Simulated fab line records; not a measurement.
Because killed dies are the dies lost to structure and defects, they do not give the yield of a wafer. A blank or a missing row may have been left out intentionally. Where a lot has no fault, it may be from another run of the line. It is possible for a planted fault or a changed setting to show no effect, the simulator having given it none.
Problem report in the 8D (eight disciplines) form, filled by code | flow gf180mcu | the parts of the form that need people (team, actions taken, sign-off) are left out

## 1. WHAT WENT WRONG
NSD_RS at GF_PSD_RS_MEAS_14 reads a mean of 44.69 ohm/sq on 6 wafers of 2 lots; wafers without a fault read 46.15 ohm/sq with a standard deviation of 0.087. That puts it -17 standard deviations away from the usual mean.
The step: measures by four-point-probe.
First observed at day 17 07:05: wafer L351.1, on filmMetro-02. The record holds 39 wafers of 13 lots with a number at this step. The rule behind "out" and "out of limits": a value lying over 4 standard deviations away from the usual mean. The other wafers with a number count as sound.

## 2. WHAT IT IS AND WHAT IT IS NOT
question                    | is                         | is not
which readings at this step | NSD_RS                     | -
which lots                  | L351, L352                 | L343, L345, L346, L353, L354, L359, L361, L362, L363, L364, L365
which wafers of those lots  | all that have a number     | -
read on which gauges        | filmMetro-02, filmMetro-04 | filmMetro-03
when                        | from day 17 07:05          | up to then (9 sound wafers); but 24 sound wafers of L353, L354, L359, L361, L362, L363, L364, L365 came after

## 3. THE SUSPECTS, EACH WITH WHAT RULES IT OUT
Counting: a tool at a process step up to the reading stays a suspect if it ran every lot that is out and no sound lot after the first of them.
- the gauge at GF_PSD_RS_MEAS_14 is ruled out. Those wafers that are out were read across 2 gauges (filmMetro-02, filmMetro-04).
- rtpAnneal-02 at GF_PSD_RTA_13 (time 20 s): ruled out as a lasting fault. Following L351 (day 17 07:00), the first lot on it that is out, the sound lots L362, L363 were run on it.
Left after counting: nothing in the record.

## 4. THE CAUSE (what the simulator had put in)
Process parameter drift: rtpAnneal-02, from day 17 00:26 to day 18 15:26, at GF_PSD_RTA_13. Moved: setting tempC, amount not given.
It was ruled out by counting, in error; the rule expects a fault to strike all lots run on its tool from its start on, and this fault did not.

## 5. SEQUENCE OF EFFECTS, ordered by route
One row per reading whose mean, taken over the struck wafers that have a number, lies over 3 standard deviations from the usual. Scope: only readings with a usual standard deviation given in the record; hours: median across lots of the time from each lot's start at the first step in this table that gives one to its start at this step; sigmas: change in usual standard deviations.
hours | step              | reading          | usual        | on struck wafers | change | sigmas
0     | GF_PSD_RTA_13     | wafer_temp_C_max | 1030.2       | 1041.2           | +11.0  | +7.9
0     | GF_PSD_RS_MEAS_14 | NSD_RS           | 46.15 ohm/sq | 44.69            | -1.46  | -17
3     | GF_PSD_RS_MEAS_15 | PSD_RS           | 108.6 ohm/sq | 103.6            | -5.0   | -15
Here are the process steps it includes:
- GF_PSD_RTA_13: time 20 s.

## 6. HOW IT WOULD HAVE BEEN CAUGHT EARLIER
The first out-of-limits reading at a measuring or inspecting step in this record came at day 17 07:05, 7 hours after the fault's start at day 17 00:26.
Tool's own readings at GF_PSD_RTA_13, wafer_temp_C_max: out on all struck wafers the step has rows for; an alarm limit on them would have tripped on the first.
